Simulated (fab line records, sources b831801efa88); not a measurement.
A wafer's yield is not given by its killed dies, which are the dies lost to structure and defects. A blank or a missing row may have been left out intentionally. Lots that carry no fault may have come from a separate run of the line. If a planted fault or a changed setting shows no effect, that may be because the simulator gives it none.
Which tool did it? :: flow sky130 :: 12 lots, 33 wafers sampled, at 6 steps of a route of 708

WHAT EACH GAUGE READ, for each wafer
The record lacks any reading of a measuring or inspecting step that a usual standard deviation could be used to judge.

WHAT TOOL EACH LOT RAN ON (gives the tool, then ch and the chambers of the sampled wafers, and finally the start)
lot: L414
SKY_LI_CONTACT_ETCH_14: rie-diel-03 ch 1,2,3, day 30 04:30
SKY_LOCAL_INTERCONNECT_SPUTTER_00: pvd-sputter-04, day 30 05:40
SKY_CONTACT_CMP_04: cmp-02 ch 1,2,3, day 31 09:55
SKY_CONTACT_ETCH_17: rie-diel-02 ch 0,2, day 32 13:40
SKY_CONTACT_CVD_24: cvd-w-02 ch 0,1, day 32 14:25
SKY_PAD_OPEN_PROBE_99: -

lot: L415
SKY_LI_CONTACT_ETCH_14: rie-diel-01 ch 0,1,3, day 30 07:33
SKY_LOCAL_INTERCONNECT_SPUTTER_00: pvd-sputter-01, day 30 08:44
SKY_CONTACT_CMP_04: cmp-01 ch 0,2,3, day 31 13:21
SKY_CONTACT_ETCH_17: rie-diel-02 ch 0,1,2, day 32 16:46
SKY_CONTACT_CVD_24: cvd-w-01 ch 1, day 32 17:31
SKY_PAD_OPEN_PROBE_99: -

lot: L416
SKY_LI_CONTACT_ETCH_14: rie-diel-01 ch 0,2,3, day 31 14:32
SKY_LOCAL_INTERCONNECT_SPUTTER_00: pvd-sputter-02, day 31 15:50
SKY_CONTACT_CMP_04: cmp-01 ch 0,2, day 32 20:19
SKY_CONTACT_ETCH_17: rie-diel-03 ch 1,2,3, day 34 00:05
SKY_CONTACT_CVD_24: cvd-w-02 ch 0,1, day 34 00:55
SKY_PAD_OPEN_PROBE_99: -

lot: L419
SKY_LI_CONTACT_ETCH_14: rie-diel-03 ch 1,2, day 31 18:30
SKY_LOCAL_INTERCONNECT_SPUTTER_00: pvd-sputter-02, day 31 19:40
SKY_CONTACT_CMP_04: cmp-01 ch 0,2, day 32 23:52
SKY_CONTACT_ETCH_17: rie-diel-02 ch 0,1,2, day 34 03:10
SKY_CONTACT_CVD_24: cvd-w-01 ch 0,1, day 34 03:55
SKY_PAD_OPEN_PROBE_99: -

lot: L425
SKY_LI_CONTACT_ETCH_14: rie-diel-01 ch 2,3, day 33 10:38
SKY_LOCAL_INTERCONNECT_SPUTTER_00: pvd-sputter-02, day 33 11:47
SKY_CONTACT_CMP_04: cmp-01 ch 0,2, day 34 15:50
SKY_CONTACT_ETCH_17: rie-diel-02 ch 0,2, day 35 18:26
SKY_CONTACT_CVD_24: cvd-w-01 ch 1, day 35 19:17
SKY_PAD_OPEN_PROBE_99: prober-01, day 48 21:10

lot: L426
SKY_LI_CONTACT_ETCH_14: rie-diel-04 ch 2,3, day 33 14:53
SKY_LOCAL_INTERCONNECT_SPUTTER_00: pvd-sputter-02, day 33 16:02
SKY_CONTACT_CMP_04: cmp-01 ch 1, day 34 19:02
SKY_CONTACT_ETCH_17: rie-diel-03 ch 0,3, day 35 21:56
SKY_CONTACT_CVD_24: cvd-w-02 ch 0,1, day 35 22:47
SKY_PAD_OPEN_PROBE_99: prober-02, day 48 22:46

lot: L427
SKY_LI_CONTACT_ETCH_14: rie-diel-04 ch 1,2, day 33 21:51
SKY_LOCAL_INTERCONNECT_SPUTTER_00: pvd-sputter-04, day 33 23:14
SKY_CONTACT_CMP_04: cmp-01 ch 0, day 35 02:27
SKY_CONTACT_ETCH_17: rie-diel-02 ch 3, day 36 05:37
SKY_CONTACT_CVD_24: cvd-w-02 ch 1, day 36 06:50
SKY_PAD_OPEN_PROBE_99: prober-01, day 49 05:25

lot: L431
SKY_LI_CONTACT_ETCH_14: rie-diel-03 ch 0,3, day 35 08:41
SKY_LOCAL_INTERCONNECT_SPUTTER_00: pvd-sputter-04, day 35 09:52
SKY_CONTACT_CMP_04: cmp-02 ch 1,3, day 36 13:34
SKY_CONTACT_ETCH_17: rie-diel-03 ch 0,1,3, day 37 15:14
SKY_CONTACT_CVD_24: cvd-w-01 ch 0,1, day 37 16:01
SKY_PAD_OPEN_PROBE_99: -

lot: L432
SKY_LI_CONTACT_ETCH_14: rie-diel-03 ch 1,3, day 35 11:38
SKY_LOCAL_INTERCONNECT_SPUTTER_00: pvd-sputter-01, day 35 12:49
SKY_CONTACT_CMP_04: cmp-02 ch 0,2, day 36 16:35
SKY_CONTACT_ETCH_17: rie-diel-04 ch 0,1, day 37 18:59
SKY_CONTACT_CVD_24: cvd-w-02 ch 0,1, day 37 19:46
SKY_PAD_OPEN_PROBE_99: -

lot: L433
SKY_LI_CONTACT_ETCH_14: rie-diel-04 ch 0,3, day 35 16:18
SKY_LOCAL_INTERCONNECT_SPUTTER_00: pvd-sputter-04, day 35 17:28
SKY_CONTACT_CMP_04: cmp-02 ch 0,3, day 36 20:37
SKY_CONTACT_ETCH_17: rie-diel-04 ch 1,2,3, day 37 22:30
SKY_CONTACT_CVD_24: cvd-w-01 ch 0,1, day 37 23:16
SKY_PAD_OPEN_PROBE_99: -

lot: L434
SKY_LI_CONTACT_ETCH_14: rie-diel-03 ch 0,2, day 35 23:53
SKY_LOCAL_INTERCONNECT_SPUTTER_00: pvd-sputter-02, day 36 01:13
SKY_CONTACT_CMP_04: cmp-02 ch 0,2,3, day 37 04:36
SKY_CONTACT_ETCH_17: rie-diel-04 ch 1,2, day 38 06:52
SKY_CONTACT_CVD_24: cvd-w-02 ch 0,1, day 38 07:37
SKY_PAD_OPEN_PROBE_99: -

lot: L435
SKY_LI_CONTACT_ETCH_14: rie-diel-03 ch 1,2, day 36 07:02
SKY_LOCAL_INTERCONNECT_SPUTTER_00: pvd-sputter-02, day 36 08:11
SKY_CONTACT_CMP_04: cmp-02 ch 0,1,2, day 37 12:09
SKY_CONTACT_ETCH_17: rie-diel-02 ch 0,1,2, day 38 13:41
SKY_CONTACT_CVD_24: cvd-w-01 ch 0,1, day 38 14:52
SKY_PAD_OPEN_PROBE_99: -
- SKY_LI_CONTACT_ETCH_14: etches BARC in N2/H2, stops on SiO2, time 45.9 s, target depth 60 nm.
- SKY_LOCAL_INTERCONNECT_SPUTTER_00: material TiN, target thk 100 nm, time 83.3 s.
- SKY_CONTACT_CMP_04: polishes SiO2.
- SKY_CONTACT_ETCH_17: etches SiO2 in C4F8/O2/Ar, stops on Si3N4, target depth 340 nm.
- SKY_CONTACT_CVD_24: deposits W, target thk 340 nm, time 102.12 s.
- SKY_PAD_OPEN_PROBE_99

WHAT THE TOOLS THEMSELVES READ (means of the sampled wafers that have a number; where no wafer has one, the mark that the record gives instead)
SKY_LI_CONTACT_ETCH_14.
lot: L414
tool: rie-diel-03
drypump-motor-current-A (A): 5.6
oes-product-au (a.u.): 0.853
rf-fwd-power-W (W): 495.1
throttle-valve-pct (%): 13.223

lot: L415
tool: rie-diel-01
drypump-motor-current-A (A): 5.7
oes-product-au (a.u.): 0.850
rf-fwd-power-W (W): 496.0
throttle-valve-pct (%): 13.233

lot: L416
tool: rie-diel-01
drypump-motor-current-A (A): 5.8
oes-product-au (a.u.): 0.855
rf-fwd-power-W (W): 496.0
throttle-valve-pct (%): 13.232

lot: L419
tool: rie-diel-03
drypump-motor-current-A (A): 5.2
oes-product-au (a.u.): 0.856
rf-fwd-power-W (W): 497.4
throttle-valve-pct (%): 13.229

lot: L425
tool: rie-diel-01
drypump-motor-current-A (A): 5.8
oes-product-au (a.u.): 0.856
rf-fwd-power-W (W): 495.2
throttle-valve-pct (%): 13.211

lot: L426
tool: rie-diel-04
drypump-motor-current-A (A): 5.8
oes-product-au (a.u.): 0.853
rf-fwd-power-W (W): 497.2
throttle-valve-pct (%): 13.221

lot: L427
tool: rie-diel-04
drypump-motor-current-A (A): 6.1
oes-product-au (a.u.): 0.859
rf-fwd-power-W (W): 496.2
throttle-valve-pct (%): 13.221

lot: L431
tool: rie-diel-03
drypump-motor-current-A (A): 5.3
oes-product-au (a.u.): 0.853
rf-fwd-power-W (W): 496.0
throttle-valve-pct (%): 13.225

lot: L432
tool: rie-diel-03
drypump-motor-current-A (A): 6.0
oes-product-au (a.u.): 0.861
rf-fwd-power-W (W): 496.4
throttle-valve-pct (%): 13.223

lot: L433
tool: rie-diel-04
drypump-motor-current-A (A): 5.9
oes-product-au (a.u.): 0.858
rf-fwd-power-W (W): 495.9
throttle-valve-pct (%): 13.228

lot: L434
tool: rie-diel-03
drypump-motor-current-A (A): 4.8
oes-product-au (a.u.): 0.859
rf-fwd-power-W (W): 494.4
throttle-valve-pct (%): 13.221

lot: L435
tool: rie-diel-03
drypump-motor-current-A (A): 5.2
oes-product-au (a.u.): 0.854
rf-fwd-power-W (W): 497.0
throttle-valve-pct (%): 13.222

SKY_LOCAL_INTERCONNECT_SPUTTER_00.
lot: L414
tool: pvd-sputter-04
chamber-pressure-pa (Pa): 0.3999
throttle-valve-pct (%): 30.0

lot: L415
tool: pvd-sputter-01
chamber-pressure-pa (Pa): 0.4002
throttle-valve-pct (%): 30.1

lot: L416
tool: pvd-sputter-02
chamber-pressure-pa (Pa): 0.4005
throttle-valve-pct (%): 30.1

lot: L419
tool: pvd-sputter-02
chamber-pressure-pa (Pa): 0.3998
throttle-valve-pct (%): 30.0

lot: L425
tool: pvd-sputter-02
chamber-pressure-pa (Pa): 0.3998
throttle-valve-pct (%): 29.2

lot: L426
tool: pvd-sputter-02
chamber-pressure-pa (Pa): 0.3999
throttle-valve-pct (%): 30.2

lot: L427
tool: pvd-sputter-04
chamber-pressure-pa (Pa): 0.3992
throttle-valve-pct (%): 30.0

lot: L431
tool: pvd-sputter-04
chamber-pressure-pa (Pa): 0.3999
throttle-valve-pct (%): 29.9

lot: L432
tool: pvd-sputter-01
chamber-pressure-pa (Pa): 0.4010
throttle-valve-pct (%): 29.4

lot: L433
tool: pvd-sputter-04
chamber-pressure-pa (Pa): 0.3992
throttle-valve-pct (%): 29.3

lot: L434
tool: pvd-sputter-02
chamber-pressure-pa (Pa): 0.3999
throttle-valve-pct (%): 29.6

lot: L435
tool: pvd-sputter-02
chamber-pressure-pa (Pa): 0.4009
throttle-valve-pct (%): 30.3

SKY_CONTACT_CMP_04.
lot: L414
tool: cmp-02
head-pressure-psi (psi): 3.996
motor-current-A (A): 12.0
time-to-endpoint-s (s): 83

lot: L415
tool: cmp-01
head-pressure-psi (psi): 4.000
motor-current-A (A): 11.9
time-to-endpoint-s (s): 82

lot: L416
tool: cmp-01
head-pressure-psi (psi): 3.998
motor-current-A (A): 12.8
time-to-endpoint-s (s): 80

lot: L419
tool: cmp-01
head-pressure-psi (psi): 3.995
motor-current-A (A): 12.7
time-to-endpoint-s (s): 82

lot: L425
tool: cmp-01
head-pressure-psi (psi): 3.990
motor-current-A (A): 13.0
time-to-endpoint-s (s): 90

lot: L426
tool: cmp-01
head-pressure-psi (psi): 4.010
motor-current-A (A): 11.4
time-to-endpoint-s (s): 92

lot: L427
tool: cmp-01
head-pressure-psi (psi): 4.003
motor-current-A (A): 12.8
time-to-endpoint-s (s): 92

lot: L431
tool: cmp-02
head-pressure-psi (psi): 4.005
motor-current-A (A): 12.3
time-to-endpoint-s (s): 84

lot: L432
tool: cmp-02
head-pressure-psi (psi): 4.006
motor-current-A (A): 12.9
time-to-endpoint-s (s): 85

lot: L433
tool: cmp-02
head-pressure-psi (psi): 4.011
motor-current-A (A): 11.9
time-to-endpoint-s (s): 82

lot: L434
tool: cmp-02
head-pressure-psi (psi): 4.005
motor-current-A (A): 12.4
time-to-endpoint-s (s): 85

lot: L435
tool: cmp-02
head-pressure-psi (psi): 4.009
motor-current-A (A): 12.7
time-to-endpoint-s (s): 80

SKY_CONTACT_ETCH_17.
lot: L414
tool: rie-diel-02
oes-product-au (a.u.): 0.893
rf-fwd-power-W (W): 1482

lot: L415
tool: rie-diel-02
oes-product-au (a.u.): 0.894
rf-fwd-power-W (W): 1491

lot: L416
tool: rie-diel-03
oes-product-au (a.u.): 0.892
rf-fwd-power-W (W): 1489

lot: L419
tool: rie-diel-02
oes-product-au (a.u.): 0.893
rf-fwd-power-W (W): 1483

lot: L425
tool: rie-diel-02
oes-product-au (a.u.): 0.944
rf-fwd-power-W (W): 1488

lot: L426
tool: rie-diel-03
oes-product-au (a.u.): 0.948
rf-fwd-power-W (W): 1486

lot: L427
tool: rie-diel-02
oes-product-au (a.u.): 0.937
rf-fwd-power-W (W): 1490

lot: L431
tool: rie-diel-03
oes-product-au (a.u.): 0.896
rf-fwd-power-W (W): 1488

lot: L432
tool: rie-diel-04
oes-product-au (a.u.): 0.891
rf-fwd-power-W (W): 1480

lot: L433
tool: rie-diel-04
oes-product-au (a.u.): 0.896
rf-fwd-power-W (W): 1495

lot: L434
tool: rie-diel-04
oes-product-au (a.u.): 0.895
rf-fwd-power-W (W): 1493

lot: L435
tool: rie-diel-02
oes-product-au (a.u.): 0.895
rf-fwd-power-W (W): 1485

SKY_CONTACT_CVD_24.
lot: L414
tool: cvd-w-02
heater-power-w (W): 912

lot: L415
tool: cvd-w-01
heater-power-w (W): 746

lot: L416
tool: cvd-w-02
heater-power-w (W): 917

lot: L419
tool: cvd-w-01
heater-power-w (W): 827

lot: L425
tool: cvd-w-01
heater-power-w (W): 740

lot: L426
tool: cvd-w-02
heater-power-w (W): 919

lot: L427
tool: cvd-w-02
heater-power-w (W): 914

lot: L431
tool: cvd-w-01
heater-power-w (W): 818

lot: L432
tool: cvd-w-02
heater-power-w (W): 920

lot: L433
tool: cvd-w-01
heater-power-w (W): 847

lot: L434
tool: cvd-w-02
heater-power-w (W): 914

lot: L435
tool: cvd-w-01
heater-power-w (W): 823

SKY_PAD_OPEN_PROBE_99.
lot: L425
tool: prober-01
killed_at_M0_to_M3: 44
killed_at_M4_up: 1.0
killed-at-contacts: 47
killed-at-front-end: 18
killed-at-other: 0.5
killed-dies: 110
killed-on-rim: 28
killed-open: 44
killed-short: 42

lot: L426
tool: prober-02
killed_at_M0_to_M3: 41
killed_at_M4_up: 2.0
killed-at-contacts: 76
killed-at-front-end: 18
killed-at-other: 0.0
killed-dies: 136
killed-on-rim: 34
killed-open: 47
killed-short: 32

lot: L427
tool: prober-01
killed_at_M0_to_M3: 44
killed_at_M4_up: 3.0
killed-at-contacts: 156
killed-at-front-end: 17
killed-at-other: 1.0
killed-dies: 221
killed-on-rim: 32
killed-open: 38
killed-short: 50

THE ANSWER, worked out from the rows above alone
Rule: usual is defined by the lots themselves. Put in order of their means at a reading, lots are off if they are a third of the lots or fewer, leave a main group of 4 or more, and stand apart from it by a gap of 3 or more times the standard deviation of the main group's means; of several such gaps the widest counts. If all means in a main group match to the digits the tables above print for the reading, that group is not used. Also off: a lot with no number at a reading for which 4 or more lots have one. Where the step has rows for the other lots, those lots are counted as sound. The gauges are gone through in route order, then the tools' own readings, and for those a lot's mean is taken as printed above. At the first step where some lot is off, the reading lying furthest off is the one used; lots without a number count as furthest.
Off: L425, L426, L427 (SKY_CONTACT_ETCH_17, oes-product-au). For the main group the mean is 0.894 a.u. and the standard deviation 0.0017.
If a tool, at that step or one of the process steps before it, ran each lot that is off and ran no sound lot following the first of them, it fits. One fits: SKY_CONTACT_CMP_04 on cmp-01. Its last sound lot is L419 (day 32 23:52), its first lot that is off L425 (day 34 15:50): a fault that began between those two fits.

WHAT THE SIMULATOR HAD PUT IN
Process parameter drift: cmp-01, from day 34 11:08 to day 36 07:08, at SKY_CONTACT_CMP_04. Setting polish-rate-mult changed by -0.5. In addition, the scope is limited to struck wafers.
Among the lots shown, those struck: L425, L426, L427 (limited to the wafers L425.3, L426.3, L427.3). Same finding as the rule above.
